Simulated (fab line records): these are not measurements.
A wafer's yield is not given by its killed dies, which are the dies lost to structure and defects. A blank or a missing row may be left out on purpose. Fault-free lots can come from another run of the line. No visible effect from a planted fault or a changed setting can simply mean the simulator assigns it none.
fab line records	flow sky130
[record] lots = 5	wafers = 15	lastDay = 50
route steps=708 shown VT_ADJUST_LVTN@104 VT_ADJUST_NCORE@119 VT_ADJUST_HVTR@131 VT_ADJUST_PCH@143 PAD_OPEN@708
lots untouched by any fault: they come from a run of this same line in which no faults occurred
startH: the number of hours between the record's first day and the start of the first shown wafer of the lot	waitH: time in hours since the lot's previous step	" as in the row above	L1.1+2: a single row standing in for several wafers	- either no value or no given start	* or withheld: withheld	< > ~ a bound
route shown NAME@n: NAME is a module with steps in the file, n the number in the route of the first one	usual: mean/standard deviation taken from wafers without a fault	same: alike in all rows	chamber/n: place in a boat	sites: per-site readings	_std_site: standard deviation of those values	_edge_site: mean of outer sites minus mean of inner sites	radiusMm: how far each site lies from the wafer's centre	mask NAME#n: copy n	behind: the last tool/chamber to shape the wafer	hold: what put the lot on hold/how long, in hours/how the hold closed	device: names the non-switching transistor (n, p or np)	end of line: the tests these same wafers got at the end of their route	a step with no rows: only its recipe	killed: count of dies lost to structure and defects at first sort (not the wafer's yield)	map: shows each die of a wafer: x if killed, . if not, _ if none is there
set.NAME: setting as actually run; set.NAME@STEP: the setting as run at that earlier step	model.NAME: the simulator's own value behind a step, which no gauge read
lots at some steps of the route; a table a step, a row a wafer
services: when a tool's chamber went out of use (startH, in hours from the record's first day, below 0 if earlier), for how many hours, and the reason
[[steps]]
[step SKY_VT_ADJUST_LVTN_OVL_MEAS_07]
[usual] VT_ADJUST_LVTN_OVL = -0.5/1.4
lot.wafer	tool	chamber	startH	waitH	VT_ADJUST_LVTN_OVL[nm]
L972.1	overlay-01	-	161.99	-	0.4
L972.2	"	-	"	"	-0.3
L972.5	"	-	"	"	-1.9
L976.4	overlay-02	-	189.64	-	-3.0
L976.5	"	-	"	"	-1.8
L976.6	"	-	"	"	-0.1
L980.3	overlay-01	-	220.14	-	0.2
L980.5	"	-	"	"	-3.0
L980.6	"	-	"	"	-2.6
L981.1	overlay-01	-	225.00	-	-1.0
L981.3	"	-	"	"	0.5
L981.5	"	-	"	"	-1.1
L989.1	overlay-02	-	281.69	-	0.1
L989.4	"	-	"	"	0.5
L989.6	"	-	"	"	0.5
[step SKY_VT_ADJUST_LVTN_IMPLANT_08]
[recipe] species = B	energyKev = 30	doseCm2 = 1.57e+12	tiltDeg = withheld
[step SKY_VT_ADJUST_LVTN_STRIP_09]
[recipe] chemistry = O2/N2	powerW = 1400	pressureMtorr = 1500	platenTempC = withheld	o2FlowSccm = 3000	n2FlowSccm = 300	overashFraction = 0.5
[usual] drypumpMotorCurrentA = 5.8/0.56	oesProductAu = 0.722/0.0049	stripTimeToEndpointS = 37.02/0.091
lot.wafer	tool	chamber	startH	waitH	drypumpMotorCurrentA	oesProductAu	rfHoursCounterH	stripTimeToEndpointS
L972.1	plasmaAsher-02	1	162.17	0.1	6.3	0.727	48	36.82
L972.2	"	0	"	"	6.4	0.720	48	36.87
L972.5	"	0	"	"	6.4	0.732	-	36.87
L976.4	plasmaAsher-04	0	189.84	0.1	5.2	0.725	-	37.07
L976.5	"	0	"	"	5.1	0.723	-	37.09
L976.6	"	1	"	"	5.1	0.725	-	37.10
L980.3	plasmaAsher-04	0	220.34	0.1	5.1	0.722	-	37.03
L980.5	"	1	"	"	5.1	0.721	-	36.85
L980.6	"	0	"	"	5.1	0.725	-	36.97
L981.1	plasmaAsher-02	0	225.18	0.1	6.4	0.719	54	36.98
L981.3	"	1	"	"	6.3	0.722	-	36.97
L981.5	"	1	"	"	6.3	0.727	-	37.03
L989.1	plasmaAsher-02	1	281.87	0.1	6.3	0.725	61	37.07
L989.4	"	1	"	"	6.3	0.727	-	37.17
L989.6	"	0	"	"	6.4	0.717	-	37.12
[step SKY_VT_ADJUST_LVTN_TW_MEAS_10]
[usual] VT_ADJUST_LVTN_TW = 242.3/1.8
lot.wafer	tool	chamber	startH	waitH	VT_ADJUST_LVTN_TW
L972.1	filmMetro-01	-	162.27	0.1	243.1
L972.2	"	-	"	"	244.7
L972.5	"	-	"	"	243.7
L976.4	filmMetro-03	-	189.94	0.1	239.4
L976.5	"	-	"	"	240.2
L976.6	"	-	"	"	240.6
L980.3	filmMetro-01	-	220.43	0.1	244.8
L980.5	"	-	"	"	243.8
L980.6	"	-	"	"	244.8
L981.1	filmMetro-01	-	225.28	0.1	242.3
L981.3	"	-	"	"	244.8
L981.5	"	-	"	"	244.4
L989.1	filmMetro-03	-	281.97	0.1	241.5
L989.4	"	-	"	"	241.8
L989.6	"	-	"	"	241.4
[step SKY_VT_ADJUST_LVTN_DEHYDRATE_11]
[recipe] tempC = 200	timeS = 60
[step SKY_VT_ADJUST_LVTN_HMDS_12]
[recipe] primeTimeS = 60	primeTempC = 120
[step SKY_VT_ADJUST_LVTN_COAT_13]
[recipe] resist = NOVOLAK	spinRpm = 3000	resistThkNm = 1140
[step SKY_VT_ADJUST_LVTN_SOFTBAKE_14]
[recipe] tempC = 90	timeS = 60	resist = NOVOLAK
[step SKY_VT_ADJUST_LVTN_EXPOSE_15]
[recipe] maskId = HVN_STD_DERIVED	na = 0.6	sourceShape = conventional	sigmaOuter = 0.6	polarization = unpolarized	targetCdNm = 600	doseMj = 163
[step SKY_VT_ADJUST_LVTN_PEB_16]
[recipe] tempC = withheld	timeS = *	resist = NOVOLAK
[step SKY_VT_ADJUST_LVTN_DEVELOP_17]
[recipe] resist = NOVOLAK	developer = TMAH	developTimeS = 60	devTempC = 23
[step SKY_VT_ADJUST_LVTN_OVL_MEAS_18]
[usual] VT_ADJUST_LVTN_01_OVL = -0.3/1.2
lot.wafer	tool	chamber	startH	waitH	VT_ADJUST_LVTN_01_OVL[nm]
L972.1	overlay-02	-	183.12	0.1	-1.3
L972.2	"	-	"	"	0.1
L972.5	"	-	"	"	-2.6
L976.4	overlay-01	-	211.97	0.1	1.4
L976.5	"	-	"	"	-0.3
L976.6	"	-	"	"	0.5
L980.3	overlay-02	-	242.80	0.1	-0.5
L980.5	"	-	"	"	-0.8
L980.6	"	-	"	"	-0.5
L981.1	overlay-01	-	248.09	0.1	0.3
L981.3	"	-	"	"	-0.9
L981.5	"	-	"	"	-0.9
L989.1	overlay-02	-	307.92	0.1	-1.4
L989.4	"	-	"	"	0.1
L989.6	"	-	"	"	-0.9
[step SKY_VT_ADJUST_LVTN_IMPLANT_19]
[recipe] species = B	energyKev = 30	doseCm2 = 6.5e+11	tiltDeg = withheld
lot.wafer	tool	chamber	startH	waitH
L972.1+2+5	implanter-04	0	183.16	0.0
L976.4+5+6	implanter-02	0	212.06	0.1
L980.3+5+6	implanter-04	0	242.87	0.1
L981.1+3+5	implanter-04	0	248.12	0.0
L989.1+4+6	implanter-02	0	307.96	0.0
[step SKY_VT_ADJUST_LVTN_STRIP_20]
[recipe] chemistry = O2/N2	powerW = 1400	pressureMtorr = 1500	platenTempC = withheld	o2FlowSccm = 3000	n2FlowSccm = 300	overashFraction = 0.5
[usual] drypumpMotorCurrentA = 5.9/0.54	oesProductAu = 0.716/0.0048	stripTimeToEndpointS = 14.18/0.042
lot.wafer	tool	chamber	startH	waitH	drypumpMotorCurrentA	oesProductAu	rfHoursCounterH	stripTimeToEndpointS
L972.1	plasmaAsher-01	1	183.31	0.1	5.4	0.719	48	14.26
L972.2	"	0	"	"	6.1	0.708	48	14.21
L972.5	"	1	"	"	5.4	0.714	-	14.20
L976.4	plasmaAsher-02	0	212.17	0.1	6.4	0.722	-	14.25
L976.5	"	1	"	"	6.3	0.704	-	14.18
L976.6	"	0	"	"	6.4	0.719	-	14.24
L980.3	plasmaAsher-01	1	243.01	0.1	5.4	0.724	-	14.16
L980.5	"	0	"	"	6.1	0.715	-	14.19
L980.6	"	1	"	"	5.4	0.710	-	14.21
L981.1	plasmaAsher-02	0	248.27	0.1	6.4	0.717	56	14.24
L981.3	"	1	"	"	6.3	0.713	-	14.21
L981.5	"	0	"	"	6.4	0.714	-	14.18
L989.1	plasmaAsher-04	0	308.11	0.1	5.2	0.715	17	14.09
L989.4	"	0	"	"	5.1	0.713	-	14.07
L989.6	"	1	"	"	5.1	0.713	-	14.13
[step SKY_VT_ADJUST_LVTN_TW_MEAS_21]
[usual] VT_ADJUST_LVTN_2_TW = 189.3/1.3
lot.wafer	tool	chamber	startH	waitH	VT_ADJUST_LVTN_2_TW
L972.1	filmMetro-03	-	183.41	0.1	186.5
L972.2	"	-	"	"	186.1
L972.5	"	-	"	"	186.5
L976.4	filmMetro-02	-	212.26	0.1	185.6
L976.5	"	-	"	"	186.1
L976.6	"	-	"	"	185.9
L980.3	filmMetro-03	-	243.09	0.1	188.7
L980.5	"	-	"	"	188.8
L980.6	"	-	"	"	187.6
L981.1	filmMetro-01	-	248.37	0.1	190.3
L981.3	"	-	"	"	189.6
L981.5	"	-	"	"	190.6
L989.1	filmMetro-01	-	308.21	0.1	190.1
L989.4	"	-	"	"	190.3
L989.6	"	-	"	"	190.0
[step SKY_VT_ADJUST_NCORE_DEHYDRATE_00]
[recipe] tempC = 200	timeS = 60
[step SKY_VT_ADJUST_NCORE_HMDS_01]
[recipe] primeTimeS = 60	primeTempC = 120
[step SKY_VT_ADJUST_NCORE_COAT_02]
[recipe] resist = NOVOLAK	spinRpm = 3000	resistThkNm = 1140
[step SKY_VT_ADJUST_NCORE_SOFTBAKE_03]
[recipe] tempC = 90	timeS = 60	resist = NOVOLAK
[step SKY_VT_ADJUST_NCORE_EXPOSE_04]
[recipe] maskId = LVTN_COMPLEMENT_THIN	na = 0.6	sourceShape = conventional	sigmaOuter = 0.6	polarization = unpolarized	targetCdNm = 380	doseMj = 139
[step SKY_VT_ADJUST_NCORE_PEB_05]
[recipe] tempC = withheld	timeS = *	resist = NOVOLAK
[step SKY_VT_ADJUST_NCORE_DEVELOP_06]
[recipe] resist = NOVOLAK	developer = TMAH	developTimeS = 60	devTempC = 23
[step SKY_VT_ADJUST_NCORE_CD_MEAS_07]
[recipe] targetCdNm = 380
[usual] cdNm = 379.8/2.3
lot.wafer	tool	chamber	startH	waitH	cdNm
L972.1	cdSem-01	-	204.14	0.1	382.4
L972.2	"	-	"	"	381.5
L972.5	"	-	"	"	379.9
L976.4	cdSem-01	-	233.43	0.1	380.7
L976.5	"	-	"	"	382.4
L976.6	"	-	"	"	380.7
L980.3	cdSem-02	-	267.33	0.1	378.7
L980.5	"	-	"	"	378.9
L980.6	"	-	"	"	376.4
L981.1	cdSem-02	-	272.29	0.1	378.5
L981.3	"	-	"	"	381.5
L981.5	"	-	"	"	379.1
L989.1	cdSem-02	-	335.14	0.1	380.8
L989.4	"	-	"	"	380.1
L989.6	"	-	"	"	378.5
[step SKY_VT_ADJUST_NCORE_OVL_MEAS_08]
[usual] VT_ADJUST_NCORE_OVL = 0.1/1.3
lot.wafer	tool	chamber	startH	waitH	VT_ADJUST_NCORE_OVL[nm]
L972.1	overlay-01	-	204.26	0.1	1.2
L972.2	"	-	"	"	0.2
L972.5	"	-	"	"	-1.8
L976.4	overlay-02	-	233.51	0.1	-0.1
L976.5	"	-	"	"	-1.1
L976.6	"	-	"	"	-0.3
L980.3	overlay-01	-	267.42	0.1	-0.8
L980.5	"	-	"	"	0.3
L980.6	"	-	"	"	-0.5
L981.1	overlay-01	-	272.41	0.1	-2.6
L981.3	"	-	"	"	0.8
L981.5	"	-	"	"	-0.2
L989.1	overlay-02	-	335.26	0.1	1.1
L989.4	"	-	"	"	-0.9
L989.6	"	-	"	"	0.5
[step SKY_VT_ADJUST_NCORE_IMPLANT_09]
[recipe] species = B	energyKev = 10	doseCm2 = 2.4e+12	tiltDeg = withheld
[step SKY_VT_ADJUST_NCORE_STRIP_10]
[recipe] chemistry = O2/N2	powerW = 1400	pressureMtorr = 1500	platenTempC = withheld	o2FlowSccm = 3000	n2FlowSccm = 300	overashFraction = 0.5
[usual] drypumpMotorCurrentA = 5.4/0.39	oesProductAu = 0.716/0.0042	stripTimeToEndpointS = 14.18/0.039
lot.wafer	tool	chamber	startH	waitH	drypumpMotorCurrentA	oesProductAu	rfHoursCounterH	stripTimeToEndpointS
L972.1	plasmaAsher-04	0	204.44	0.1	5.1	0.719	9	14.18
L972.2	"	1	"	"	5.1	0.713	9	14.20
L972.5	"	1	"	"	5.1	0.707	-	14.19
L976.4	plasmaAsher-01	0	233.71	0.1	6.1	0.713	-	14.13
L976.5	"	1	"	"	5.4	0.717	-	14.13
L976.6	"	0	"	"	6.1	0.718	-	14.18
L980.3	plasmaAsher-03	0	267.63	0.1	5.0	0.723	-	14.16
L980.5	"	0	"	"	5.0	0.717	-	14.19
L980.6	"	1	"	"	5.8	0.709	-	14.25
L981.1	plasmaAsher-03	0	272.59	0.1	5.0	0.715	45	14.21
L981.3	"	0	"	"	5.0	0.714	-	14.19
L981.5	"	1	"	"	5.8	0.709	-	14.18
L989.1	plasmaAsher-04	1	335.44	0.1	5.1	0.718	20	14.14
L989.4	"	1	"	"	5.1	0.715	-	14.10
L989.6	"	1	"	"	5.1	0.715	-	14.11
[step SKY_VT_ADJUST_NCORE_TW_MEAS_11]
[usual] VT_ADJUST_NCORE_TW = 220.6/1.4
lot.wafer	tool	chamber	startH	waitH	VT_ADJUST_NCORE_TW
L972.1	filmMetro-03	-	204.54	0.1	218.5
L972.2	"	-	"	"	220.0
L972.5	"	-	"	"	219.2
L976.4	filmMetro-01	-	233.81	0.1	219.8
L976.5	"	-	"	"	221.1
L976.6	"	-	"	"	222.7
L980.3	filmMetro-03	-	267.71	0.1	219.0
L980.5	"	-	"	"	218.6
L980.6	"	-	"	"	218.2
L981.1	filmMetro-04	-	272.69	0.1	221.5
L981.3	"	-	"	"	221.9
L981.5	"	-	"	"	220.6
L989.1	filmMetro-04	-	335.54	0.1	220.2
L989.4	"	-	"	"	220.9
L989.6	"	-	"	"	220.7
[step SKY_VT_ADJUST_HVTR_DEHYDRATE_00]
[recipe] tempC = 200	timeS = 60
[step SKY_VT_ADJUST_HVTR_HMDS_01]
[recipe] primeTimeS = 60	primeTempC = 120
[step SKY_VT_ADJUST_HVTR_COAT_02]
[recipe] resist = NOVOLAK	spinRpm = 3000	resistThkNm = 1140
[step SKY_VT_ADJUST_HVTR_SOFTBAKE_03]
[recipe] tempC = 90	timeS = 60	resist = NOVOLAK
[step SKY_VT_ADJUST_HVTR_EXPOSE_04]
[recipe] maskId = HVTRM	targetCdNm = 380	na = 0.6	sourceShape = conventional	sigmaOuter = 0.6	doseMj = 150
[step SKY_VT_ADJUST_HVTR_PEB_05]
[recipe] tempC = withheld	timeS = *	resist = NOVOLAK
[step SKY_VT_ADJUST_HVTR_DEVELOP_06]
[recipe] developTimeS = 60	devTempC = 23
[step SKY_VT_ADJUST_HVTR_CD_MEAS_07]
[recipe] targetCdNm = 380
[usual] cdNm = 379.8/2.7
lot.wafer	tool	chamber	startH	waitH	cdNm
L972.1	cdSem-02	-	226.85	0.1	378.4
L972.2	"	-	"	"	376.3
L972.5	"	-	"	"	378.7
L976.4	cdSem-02	-	257.70	0.1	381.0
L976.5	"	-	"	"	381.3
L976.6	"	-	"	"	380.5
L980.3	cdSem-02	-	291.96	0.1	375.4
L980.5	"	-	"	"	377.1
L980.6	"	-	"	"	375.8
L981.1	cdSem-01	-	298.12	0.1	383.4
L981.3	"	-	"	"	380.4
L981.5	"	-	"	"	382.5
L989.1	cdSem-02	-	362.29	0.1	375.3
L989.4	"	-	"	"	378.4
L989.6	"	-	"	"	375.6
[step SKY_VT_ADJUST_HVTR_OVL_MEAS_08]
[usual] VT_ADJUST_HVTR_OVL = -0.5/1.3
lot.wafer	tool	chamber	startH	waitH	VT_ADJUST_HVTR_OVL[nm]
L972.1	overlay-01	-	226.97	0.1	1.6
L972.2	"	-	"	"	0.3
L972.5	"	-	"	"	1.1
L976.4	overlay-01	-	257.77	0.1	0.3
L976.5	"	-	"	"	0.2
L976.6	"	-	"	"	0.0
L980.3	overlay-02	-	292.05	0.1	-0.9
L980.5	"	-	"	"	-0.3
L980.6	"	-	"	"	-0.1
L981.1	overlay-01	-	298.24	0.1	-0.5
L981.3	"	-	"	"	-1.1
L981.5	"	-	"	"	-2.7
L989.1	overlay-02	-	362.41	0.1	-0.2
L989.4	"	-	"	"	-2.0
L989.6	"	-	"	"	-0.9
[step SKY_VT_ADJUST_HVTR_IMPLANT_09]
[recipe] species = B	energyKev = 10	doseCm2 = 2.1e+12	tiltDeg = withheld
[step SKY_VT_ADJUST_HVTR_STRIP_10]
[recipe] chemistry = O2/N2	powerW = 1400	pressureMtorr = 1500	platenTempC = withheld	o2FlowSccm = 3000	n2FlowSccm = 300	overashFraction = 0.5
[usual] drypumpMotorCurrentA = 5.8/0.54	oesProductAu = 0.716/0.0052	stripTimeToEndpointS = 14.19/0.058
lot.wafer	tool	chamber	startH	waitH	drypumpMotorCurrentA	oesProductAu	rfHoursCounterH	stripTimeToEndpointS
L972.1	plasmaAsher-03	1	227.15	0.1	5.8	0.719	41	14.24
L972.2	"	0	"	"	5.0	0.715	41	14.25
L972.5	"	0	"	"	5.0	0.713	-	14.24
L976.4	plasmaAsher-03	0	257.98	0.1	5.0	0.709	-	14.12
L976.5	"	0	"	"	5.0	0.724	-	14.09
L976.6	"	1	"	"	5.8	0.709	-	14.09
L980.3	plasmaAsher-03	1	292.26	0.1	5.8	0.713	-	14.30
L980.5	"	0	"	"	5.0	0.710	-	14.29
L980.6	"	1	"	"	5.8	0.715	-	14.26
L981.1	plasmaAsher-01	1	298.42	0.1	5.4	0.716	56	14.05
L981.3	"	0	"	"	6.1	0.706	-	14.11
L981.5	"	0	"	"	6.1	0.718	-	14.11
L989.1	plasmaAsher-03	0	362.59	0.1	5.0	0.714	55	14.13
L989.4	"	1	"	"	5.8	0.717	-	14.10
L989.6	"	0	"	"	5.0	0.718	-	14.13
[step SKY_VT_ADJUST_HVTR_TW_MEAS_11]
[usual] VT_ADJUST_HVTR_TW = 211.7/1.4
lot.wafer	tool	chamber	startH	waitH	VT_ADJUST_HVTR_TW
L972.1	filmMetro-04	-	227.25	0.1	214.1
L972.2	"	-	"	"	213.6
L972.5	"	-	"	"	214.6
L976.4	filmMetro-03	-	258.07	0.1	211.0
L976.5	"	-	"	"	210.9
L976.6	"	-	"	"	211.1
L980.3	filmMetro-03	-	292.34	0.1	210.5
L980.5	"	-	"	"	210.6
L980.6	"	-	"	"	210.4
L981.1	filmMetro-04	-	298.52	0.1	211.8
L981.3	"	-	"	"	213.5
L981.5	"	-	"	"	214.1
L989.1	filmMetro-04	-	362.69	0.1	211.8
L989.4	"	-	"	"	212.8
L989.6	"	-	"	"	212.5
[step SKY_VT_ADJUST_PCH_DEHYDRATE_00]
[recipe] tempC = 200	timeS = 60
[step SKY_VT_ADJUST_PCH_HMDS_01]
[recipe] primeTimeS = 60	primeTempC = 120
[step SKY_VT_ADJUST_PCH_COAT_02]
[recipe] spinRpm = 2000	resistThkNm = 3000
[step SKY_PAD_OPEN_PROBE_99]
[usual] killed_at_M0_to_M3 = 43/7.4	killed_at_M4_up = 3.1/1.9	killedAtContacts = 25/5.4	killedAtFrontEnd = 15/4.3	killedAtOther = 0.3/0.54	killedDies = 86/10	killedOnRim = 17/4	killedOpen = 46/7.4	killedShort = 40/7
[same] grossDies = 492	killedAtBackSide = 0
lot.wafer	tool	chamber	startH	waitH	killed_at_M0_to_M3	killed_at_M4_up	killedAtContacts	killedAtFrontEnd	killedAtOther	killedDies	killedOnRim	killedOpen	killedShort	model.etest.resPwellUnderGate.rsOhmSqRange
L972.1	prober-01	-	1104.26	0.1	47	4	31	16	0	98	19	57	40	66.38
L972.2	prober-01	-	1104.31	0.1	56	2	28	13	0	99	17	60	39	35.31
L972.5	prober-01	-	1104.46	0.2	50	5	29	14	0	98	16	62	34	75.12
L976.4	prober-01	-	1121.57	0.2	37	3	30	13	0	83	15	43	40	60.28
L976.5	prober-01	-	1121.62	0.2	31	5	23	16	0	75	13	34	40	69.76
L976.6	prober-01	-	1121.67	0.2	49	2	24	17	0	92	25	50	42	91.79
L980.3	prober-01	-	1151.08	0.2	49	2	25	17	0	93	23	44	49	34.57
L980.5	prober-01	-	1151.18	0.2	52	0	38	10	0	100	22	59	41	28.77
L980.6	prober-01	-	1151.23	0.2	45	0	25	13	1	84	21	53	30	52.32
L981.1	prober-02	-	1152.24	0.1	46	5	16	19	0	86	22	41	45	58.68
L981.3	prober-02	-	1152.34	0.2	44	3	26	11	0	84	13	38	46	42.34
L981.5	prober-02	-	1152.44	0.2	37	1	30	19	0	87	14	42	45	47.21
L989.1	prober-02	-	1193.99	0.1	42	2	24	15	1	84	14	39	45	87.64
L989.4	prober-02	-	1194.14	0.2	38	3	26	10	0	77	22	49	28	58.32
L989.6	prober-02	-	1194.24	0.2	29	3	30	10	0	72	14	45	27	55.02
// killed by level:class
L972.1 VIA3:geometricParticle:open=14 VIA1:geometricParticle:open=9 CONTACT:geometricParticle:short=9 CONTACT:geometricParticle:open=9 VIA2:geometricParticle:open=8 FIELD_ISO:geometricParticle:open=7 LI_CONTACT:geometricParticle:open=5 FIELD_ISO:geometricParticle:short=4
L972.2 CONTACT:geometricParticle:open=12 LI_CONTACT:geometricParticle:open=10 VIA3:geometricParticle:open=9 VIA2:geometricParticle:open=9 METAL3:geometricParticle:short=9 METAL1:geometricParticle:short=7 VIA1:geometricParticle:open=7 POLY_GATE:geometricParticle:open=6
L972.5 CONTACT:geometricParticle:open=14 VIA1:geometricParticle:open=13 VIA3:geometricParticle:open=9 LI_CONTACT:geometricParticle:open=7 VIA2:geometricParticle:open=6 FIELD_ISO:geometricParticle:open=5 LOCAL_INTERCONNECT:geometricParticle:short=4 METAL1:geometricParticle:short=4
L976.4 CONTACT:geometricParticle:open=10 VIA1:geometricParticle:open=8 LI_CONTACT:geometricParticle:open=7 VIA1:geometricParticle:short=6 FIELD_ISO:geometricParticle:short=5 FIELD_ISO:geometricParticle:open=5 LOCAL_INTERCONNECT:geometricParticle:short=5 CONTACT:geometricParticle:short=5
L976.5 VIA1:geometricParticle:open=8 LI_CONTACT:geometricParticle:open=7 FIELD_ISO:geometricParticle:short=6 CONTACT:geometricParticle:open=6 METAL1:geometricParticle:short=5 METAL4:geometricParticle:short=5 VIA1:geometricParticle:short=4 LOCAL_INTERCONNECT:geometricParticle:short=4
L976.6 VIA2:geometricParticle:open=10 FIELD_ISO:geometricParticle:short=7 LI_CONTACT:geometricParticle:open=7 CONTACT:geometricParticle:open=7 METAL1:geometricParticle:short=7 VIA1:geometricParticle:short=6 VIA1:geometricParticle:open=6 VIA3:geometricParticle:open=6
L980.3 VIA1:geometricParticle:open=9 CONTACT:geometricParticle:open=8 VIA2:geometricParticle:open=7 LOCAL_INTERCONNECT:geometricParticle:short=6 VIA1:geometricParticle:short=6 LI_CONTACT:geometricParticle:short=5 METAL1:geometricParticle:short=5 METAL3:geometricParticle:short=5
L980.5 CONTACT:geometricParticle:open=15 VIA1:geometricParticle:open=14 LI_CONTACT:geometricParticle:open=8 LI_CONTACT:geometricParticle:short=6 METAL1:geometricParticle:short=6 VIA1:geometricParticle:short=6 VIA2:geometricParticle:open=5 LOCAL_INTERCONNECT:geometricParticle:short=4
L980.6 VIA1:geometricParticle:open=13 LI_CONTACT:geometricParticle:open=8 CONTACT:geometricParticle:open=8 VIA2:geometricParticle:open=7 VIA3:geometricParticle:open=5 POLY_GATE:geometricParticle:open=4 POLY_GATE:geometricParticle:short=4 LI_CONTACT:geometricParticle:short=4
L981.1 VIA1:geometricParticle:short=10 VIA1:geometricParticle:open=8 LI_CONTACT:geometricParticle:open=7 VIA3:geometricParticle:open=7 FIELD_ISO:geometricParticle:short=6 METAL2:geometricParticle:short=6 METAL1:geometricParticle:short=6 POLY_GATE:geometricParticle:short=5
L981.3 METAL2:geometricParticle:short=10 VIA1:geometricParticle:open=9 CONTACT:geometricParticle:short=8 CONTACT:geometricParticle:open=7 LOCAL_INTERCONNECT:geometricParticle:short=6 VIA3:geometricParticle:open=6 POLY_GATE:geometricParticle:open=4 VIA2:geometricParticle:short=4
L981.5 VIA1:geometricParticle:open=10 METAL2:geometricParticle:short=9 CONTACT:geometricParticle:open=8 CONTACT:geometricParticle:short=7 LOCAL_INTERCONNECT:geometricParticle:short=6 POLY_GATE:geometricParticle:short=5 FIELD_ISO:geometricParticle:open=4 FIELD_ISO:geometricParticle:short=4
L989.1 METAL1:geometricParticle:short=10 CONTACT:geometricParticle:open=8 FIELD_ISO:geometricParticle:short=7 VIA1:geometricParticle:open=6 LI_CONTACT:geometricParticle:open=5 CONTACT:geometricParticle:short=5 VIA2:geometricParticle:open=5 METAL2:geometricParticle:short=4
L989.4 VIA1:geometricParticle:open=12 LI_CONTACT:geometricParticle:open=9 CONTACT:geometricParticle:open=9 VIA2:geometricParticle:open=6 POLY_GATE:geometricParticle:open=4 METAL1:geometricParticle:short=4 VIA2:geometricParticle:short=4 CONTACT:geometricParticle:short=3
L989.6 CONTACT:geometricParticle:open=13 VIA1:geometricParticle:open=7 LI_CONTACT:geometricParticle:open=7 METAL1:geometricParticle:short=6 LI_CONTACT:geometricParticle:short=4 CONTACT:geometricParticle:short=3 VIA2:geometricParticle:open=3 FIELD_ISO:geometricParticle:short=2
[[services]]
tool	chamber	startH	hours	kind
implanter-02	-	160.02	4.9	repair
plasmaAsher-03	-	162.50	0.8	repair
plasmaAsher-01	-	180.68	1.0	repair
plasmaAsher-01	-	190.72	5.4	repair
plasmaAsher-01	-	193.62	7.4	repair
implanter-02	-	196.11	2.9	pm
implanter-04	-	209.42	3.1	pm
plasmaAsher-03	-	229.82	0.3	repair
implanter-02	-	234.91	1.5	repair
plasmaAsher-01	-	239.41	1.6	repair
implanter-02	-	249.80	2.9	repair
plasmaAsher-03	-	252.71	2.8	pm
plasmaAsher-01	-	267.53	15.6	pm
plasmaAsher-04	-	277.87	0.9	repair
plasmaAsher-04	-	278.74	14.6	pm
plasmaAsher-01	-	283.13	2.8	pm
plasmaAsher-04	-	328.04	3.7	repair
plasmaAsher-02	-	356.06	0.8	repair
[[key]]
firstSign none at tools or gauges
[modelEffect] step = SKY_PAD_OPEN_PROBE_99	value = etest.resPwellUnderGate.rsOhmSqRange	without = 48.66	struck = 73.94
metAt SKY_VT_ADJUST_LVTN_IMPLANT_19
struckWafers L976.4,L976.5,L976.6
testerLeftOut L976
alsoFits SKY_VT_ADJUST_NCORE_STRIP_10:plasmaAsher-01
[fault] kind = processParameterDrift	tool = implanter-02	chamber = -	onsetH = 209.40	steps = SKY_VT_ADJUST_LVTN_IMPLANT_19	channel = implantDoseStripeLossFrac	offset = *	shape = step	endH = 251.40
// testerLeftOut: of these lots the tester's yield and bins aren't shown, on N5 and GAA mostly nor the transistor test; their killed dies are dies lost to structure and defects alone, not to doping, threshold or leakage, so they don't give the yield
